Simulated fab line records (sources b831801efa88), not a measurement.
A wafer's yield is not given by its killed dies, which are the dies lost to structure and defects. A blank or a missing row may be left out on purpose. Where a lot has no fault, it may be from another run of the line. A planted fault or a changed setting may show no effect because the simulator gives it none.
What tool caused it? | flow sky130 | 11 lots, 33 wafers sampled, at 6 steps of a route of 708

## WHAT THE GAUGES READ, wafer by wafer
SKY_NWELL_OVL_MEAS_10. Usual: NWELL_00_OVL 0.0 nm, standard deviation 1.4.
lot  | measured     | on         | NWELL_00_OVL (nm) | flag
L820 | day 4 23:53  | overlay-02 | 0.6 -0.2 0.7      |
L822 | day 5 12:02  | overlay-02 | 1.3 0.3 1.8       |
L827 | day 6 21:52  | overlay-02 | 0.4 -0.1 0.6      |
L828 | day 7 06:29  | overlay-01 | -3.2 -1.8 -2.1    |
L830 | day 7 11:29  | overlay-01 | - - -             | OFF
L831 | day 7 19:08  | overlay-01 | - - -             | OFF
L832 | day 7 20:54  | overlay-01 | - - -             | OFF
L834 | day 8 14:32  | overlay-01 | -1.6 -1.1 -3.6    |
L835 | day 8 21:12  | overlay-01 | 0.2 -1.8 -1.5     |
L838 | day 9 09:23  | overlay-01 | -0.8 -2.3 -1.3    |
L841 | day 10 06:47 | overlay-02 | 2.6 1.6 0.1       |

SKY_NWELL_TW_MEAS_26. Usual: NWELL_2_TW 493.3, standard deviation 2.9.
lot  | measured     | on            | NWELL_2_TW           | flag
L820 | day 5 18:41  | film_metro-02 | 493.9 494.1 493.0    |
L822 | day 6 07:38  | film_metro-03 | 494.6 497.2 495.6    |
L827 | day 7 18:25  | film_metro-03 | 496.9 493.3 494.5    |
L828 | day 8 02:53  | film_metro-02 | 494.0 492.5 495.4    |
L830 | day 8 07:44  | film_metro-03 | 1835.6 1821.3 1828.4 | OFF
L831 | day 8 15:44  | film_metro-01 | 1798.5 1808.5 1802.1 | OFF
L832 | day 8 17:09  | film_metro-01 | 1800.7 1801.9 1803.1 | OFF
L834 | day 9 12:38  | film_metro-02 | 495.0 497.7 496.6    |
L835 | day 9 19:06  | film_metro-03 | 494.1 497.8 497.2    |
L838 | day 10 07:50 | film_metro-01 | 494.0 491.8 495.1    |
L841 | day 11 06:20 | film_metro-02 | 497.1 493.9 498.0    |

SKY_POLY_GATE_THK_MEAS_21. Usual: POLY_GATE_OXIDATION_THK 3.97 nm, standard deviation 0.071.
lot  | measured     | on            | POLY_GATE_OXIDATION_THK (nm) | flag
L820 | day 16 23:34 | film_metro-01 | 3.92 3.87 3.94               |
L822 | day 17 16:52 | film_metro-03 | 4.03 3.95 4.03               |
L827 | day 20 03:35 | film_metro-03 | 3.88 3.94 3.91               |
L828 | day 20 15:17 | film_metro-03 | 3.95 3.91 3.97               |
L830 | day 20 21:35 | film_metro-01 | 4.03 3.99 4.03               |
L831 | day 21 07:07 | film_metro-03 | 3.93 3.93 4.04               |
L832 | day 21 11:13 | film_metro-01 | 4.04 3.94 4.07               |
L834 | day 22 15:19 | film_metro-01 | 4.05 4.03 4.01               |
L835 | day 23 02:14 | film_metro-04 | 4.00 4.04 4.03               |
L838 | day 23 16:47 | film_metro-04 | 3.94 3.79 3.77               |
L841 | day 24 14:25 | film_metro-03 | 3.95 4.07 4.08               |

## TOOL THAT RAN EACH LOT (tool first, then ch and the chambers of the sampled wafers, then the start)
lot  | SKY_NWELL_COAT_05                | SKY_VT_ADJUST_LVTN_STRIP_09          | SKY_POLY_GATE_STRIP_18
L820 | litho_track-03 ch 0, day 4 15:26 | plasma_asher-04 ch 0,1, day 7 08:32  | plasma_asher-04 ch 0,1, day 16 22:10
L822 | litho_track-03 ch 0, day 5 02:44 | plasma_asher-01 ch 0,1, day 7 22:20  | plasma_asher-03 ch 1, day 17 15:14
L827 | litho_track-03 ch 0, day 6 12:10 | plasma_asher-01 ch 0,1, day 9 12:59  | plasma_asher-04 ch 0,1, day 20 01:07
L828 | litho_track-04 ch 0, day 6 19:56 | plasma_asher-01 ch 0,1, day 9 21:52  | plasma_asher-03 ch 0,1, day 20 13:53
L830 | litho_track-02, day 7 01:44      | plasma_asher-02 ch 0,1, day 10 02:31 | plasma_asher-03 ch 0,1, day 20 20:11
L831 | litho_track-02, day 7 09:08      | plasma_asher-01 ch 0,1, day 10 11:25 | plasma_asher-03 ch 0,1, day 21 05:43
L832 | litho_track-03, day 7 10:50      | plasma_asher-01 ch 0,1, day 10 13:04 | plasma_asher-01 ch 0,1, day 21 09:49
L834 | litho_track-02 ch 0, day 8 04:20 | plasma_asher-02 ch 0,1, day 11 10:47 | plasma_asher-04 ch 0,1, day 22 13:55
L835 | litho_track-02 ch 0, day 8 11:11 | plasma_asher-04 ch 0,1, day 11 18:01 | plasma_asher-04 ch 0,1, day 23 00:51
L838 | litho_track-02 ch 0, day 8 21:41 | plasma_asher-02 ch 0,1, day 12 06:53 | plasma_asher-03 ch 0,1, day 23 15:23
L841 | litho_track-03 ch 0, day 9 19:32 | plasma_asher-04 ch 0,1, day 13 07:35 | plasma_asher-01 ch 0,1, day 24 12:35
- SKY_NWELL_COAT_05: resist thk 3000 nm.
- SKY_VT_ADJUST_LVTN_STRIP_09: strips in O2/N2.
- SKY_POLY_GATE_STRIP_18: strips in O2/N2.

## WHAT THE TOOLS THEMSELVES READ (means of the sampled wafers that have a number; where no wafer has one, the mark that the record gives instead)
SKY_NWELL_COAT_05. Usual: chill_plate_temp_C 22.99 C, standard deviation 0.091; dispense_pressure_kPa 53.0 kPa, standard deviation 2.4.
lot  | tool           | chill_plate_temp_C (C) | dispense_pressure_kPa (kPa) | flag
L820 | litho_track-03 | 22.92                  | 51.9                        |
L822 | litho_track-03 | 22.98                  | 51.9                        |
L827 | litho_track-03 | 23.10                  | 52.0                        |
L828 | litho_track-04 | 23.02                  | 57.7                        |
L830 | litho_track-02 | -                      | -                           | OFF
L831 | litho_track-02 | -                      | -                           | OFF
L832 | litho_track-03 | -                      | -                           | OFF
L834 | litho_track-02 | 23.04                  | 51.6                        |
L835 | litho_track-02 | 22.92                  | 51.6                        |
L838 | litho_track-02 | 22.92                  | 51.6                        |
L841 | litho_track-03 | 23.05                  | 51.9                        |

SKY_VT_ADJUST_LVTN_STRIP_09. Usual: drypump_motor_current_A 5.5 A, standard deviation 0.3; n2_flow_sccm 300.0 sccm, standard deviation 0.87; oes_product_au 0.723 a.u., standard deviation 0.0046; strip_time_to_endpoint_s 36.88 s, standard deviation 0.12.
lot  | tool            | drypump_motor_current_A (A) | n2_flow_sccm (sccm) | oes_product_au (a.u.) | strip_time_to_endpoint_s (s) | flag
L820 | plasma_asher-04 | 5.5                         | 300.9               | 0.722                 | 36.85                        |
L822 | plasma_asher-01 | 5.7                         | 299.9               | 0.722                 | 36.94                        |
L827 | plasma_asher-01 | 5.5                         | 300.9               | 0.723                 | 36.62                        |
L828 | plasma_asher-01 | 5.5                         | 299.4               | 0.724                 | 36.99                        |
L830 | plasma_asher-02 | 5.1                         | 300.3               | 0.726                 | 36.94                        |
L831 | plasma_asher-01 | 5.6                         | 299.6               | 0.729                 | 36.72                        |
L832 | plasma_asher-01 | 5.7                         | 299.4               | 0.715                 | 36.96                        |
L834 | plasma_asher-02 | 5.0                         | 300.0               | 0.724                 | 36.83                        |
L835 | plasma_asher-04 | 5.5                         | 299.6               | 0.719                 | 36.80                        |
L838 | plasma_asher-02 | 5.1                         | 300.5               | 0.725                 | 36.76                        |
L841 | plasma_asher-04 | 5.5                         | 300.0               | 0.721                 | 36.82                        |

SKY_POLY_GATE_STRIP_18. Usual: drypump_motor_current_A 5.7 A, standard deviation 0.35; n2_flow_sccm 300.0 sccm, standard deviation 0.89; oes_product_au 0.360 a.u., standard deviation 0.0045; strip_time_to_endpoint_s 3.15 s, standard deviation 0.046.
lot  | tool            | drypump_motor_current_A (A) | n2_flow_sccm (sccm) | oes_product_au (a.u.) | strip_time_to_endpoint_s (s) | flag
L820 | plasma_asher-04 | 5.6                         | 299.3               | 0.358                 | 3.13                         |
L822 | plasma_asher-03 | 6.4                         | 301.1               | 0.360                 | 3.14                         |
L827 | plasma_asher-04 | 5.5                         | 299.7               | 0.356                 | 3.09                         |
L828 | plasma_asher-03 | 6.1                         | 300.2               | 0.358                 | 3.13                         |
L830 | plasma_asher-03 | 6.1                         | 300.6               | 0.362                 | 3.18                         |
L831 | plasma_asher-03 | 5.8                         | 299.5               | 0.358                 | 3.19                         |
L832 | plasma_asher-01 | 5.7                         | 301.0               | 0.358                 | 3.15                         |
L834 | plasma_asher-04 | 5.5                         | 300.3               | 0.356                 | 3.13                         |
L835 | plasma_asher-04 | 5.6                         | 300.0               | 0.362                 | 3.14                         |
L838 | plasma_asher-03 | 5.8                         | 300.3               | 0.359                 | 3.11                         |
L841 | plasma_asher-01 | 5.7                         | 300.3               | 0.361                 | 3.21                         |

## THE ANSWER, worked out from the rows above alone
Rule: lot off if the mean of its wafers having a number is beyond 3 standard deviations from the usual mean. A lot without any number at a reading at which 4 lots or more have one is off too. All remaining lots with rows at the step are treated as sound. The gauges are gone through in route order, then the tools' own readings, and for those a lot's mean is taken as printed above. The first step at which some lot is off is used, and at that step the reading that is off furthest; a lot without a number counts as furthest.
Off: L830, L831, L832, at SKY_NWELL_OVL_MEAS_10 (NWELL_00_OVL). Without a number there: L830, L831, L832.
If a tool, at a process step before that reading, ran all the lots that are off and no sound lot after the first of them, it fits. The gauges at SKY_NWELL_OVL_MEAS_10 aren't tried: what is off there is off at SKY_NWELL_TW_MEAS_26 too, on other tools, and a gauge's error can't cause that. Not one of the candidates tried fits.

## WHAT THE SIMULATOR HAD INSERTED
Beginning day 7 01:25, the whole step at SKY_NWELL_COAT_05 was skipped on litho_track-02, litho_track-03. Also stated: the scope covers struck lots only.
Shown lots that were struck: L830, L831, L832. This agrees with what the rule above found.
